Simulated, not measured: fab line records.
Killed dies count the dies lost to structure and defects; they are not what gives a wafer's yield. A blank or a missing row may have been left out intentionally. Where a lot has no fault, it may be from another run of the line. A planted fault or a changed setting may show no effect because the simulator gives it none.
Problem report, 8D (eight disciplines) form, completed by code    flow sky130    the parts of the form that need people (team, actions taken, sign-off) are left out

## 1. WHAT IS WRONG
Across 6 wafers from 2 lots, PWDE_TW at SKY_PWDE_TW_MEAS_10 averages 384.7, while fault-free wafers read 373.2 with a standard deviation of 2. That is +5.7 standard deviations from the usual mean.
First seen on wafer L123.3, day 6 22:09, on film_metro-01. Wafers with a number at this step in the record: 24, from 8 lots. The rule behind "out" and "out of limits": a value lying over 4 standard deviations away from the usual mean. The other wafers with a number count as sound.

## 2. WHAT IT IS, WHAT IT ISN'T
question                     is                      is not
which readings at this step  PWDE_TW                 -
which lots                   L123, L125              L112, L113, L126, L127, L132, L135
which wafers of those lots   all that have a number  -
read on which gauges         film_metro-01           film_metro-02, film_metro-03
when                         from day 6 22:09        up to then (6 sound wafers); but 12 sound wafers of L126, L127, L132, L135 came after

## 3. THE SUSPECTS, EACH WITH WHAT RULES IT OUT
Counting: a tool at a process step up to the reading stays a suspect if it ran every lot that is out and no sound lot after the first of them.
- the gauge at SKY_PWDE_TW_MEAS_10: ruled out. All the wafers that are out were read on film_metro-01, but those of them that SKY_PWDE_IMPLANT_08 has rows for are out there too, on other tools.
- implanter-01 at SKY_PWDE_IMPLANT_08: kept. It ran every lot that is out, first L123 (day 6 21:56), and no sound lot after that. Its own beam_on_s, end_station_pressure_torr, faraday_current_uA readings are out on those wafers.
After counting, what remains is implanter-01 at SKY_PWDE_IMPLANT_08.

## 4. THE CAUSE (what the simulator had put in)
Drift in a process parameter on implanter-01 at SKY_PWDE_IMPLANT_08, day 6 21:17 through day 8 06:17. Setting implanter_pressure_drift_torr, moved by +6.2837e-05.
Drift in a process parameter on implanter-01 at SKY_PWDE_IMPLANT_08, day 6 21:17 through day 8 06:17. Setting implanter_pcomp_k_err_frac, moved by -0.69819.
After counting, this tool was the only one left.

## 5. SEQUENCE OF EFFECTS, ordered by route
Each row: a reading where the mean over the struck wafers with a number is more than 3 standard deviations away from the usual. Only readings whose record carries a usual standard deviation are examined. hours: median over the lots of the time between each lot's start at the first step of this table that gives one and its start at this step. sigmas: the change, counted in usual standard deviations.
hours  step                  reading                    usual          on struck wafers  change     sigmas
0      SKY_PWDE_IMPLANT_08   beam_on_s                  9.97 s         11.21             +1.23      +6.2
0      SKY_PWDE_IMPLANT_08   end_station_pressure_torr  5.01e-06 Torr  6.55e-05          +6.05e-05  +99 or more
0      SKY_PWDE_IMPLANT_08   faraday_current_uA         20.4           17.6              -2.8       -6.7
0      SKY_PWDE_TW_MEAS_10   PWDE_TW                    373.2          384.7             +11.5      +5.7
42     SKY_NWELL_RS_MEAS_31  PWDE_RS                    5271 ohm/sq    4892              -379       -21
It contains these process steps:
- SKY_PWDE_IMPLANT_08
Later steps that measure or inspect, where all struck wafers having a row at the step show a number for every such reading and not one has moved that far: SKY_VT_ADJUST_LVTN_OVL_MEAS_07, SKY_VT_ADJUST_LVTN_TW_MEAS_10.

## 6. WHAT WOULD HAVE CAUGHT IT SOONER
In this record the first reading out of limits at a measuring or inspecting step was taken at day 6 22:09, 1 hour after the fault began at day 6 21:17.
The tool's own readings at SKY_PWDE_IMPLANT_08 were out on every struck wafer that the step has a row for (beam_on_s, end_station_pressure_torr, faraday_current_uA): an alarm limit on them would have fired on the first of those.
Lots out: 2; of these, L125 started SKY_PWDE_IMPLANT_08 on implanter-01 after day 6 22:09. It would have been spared by a hold on the tool at that moment.
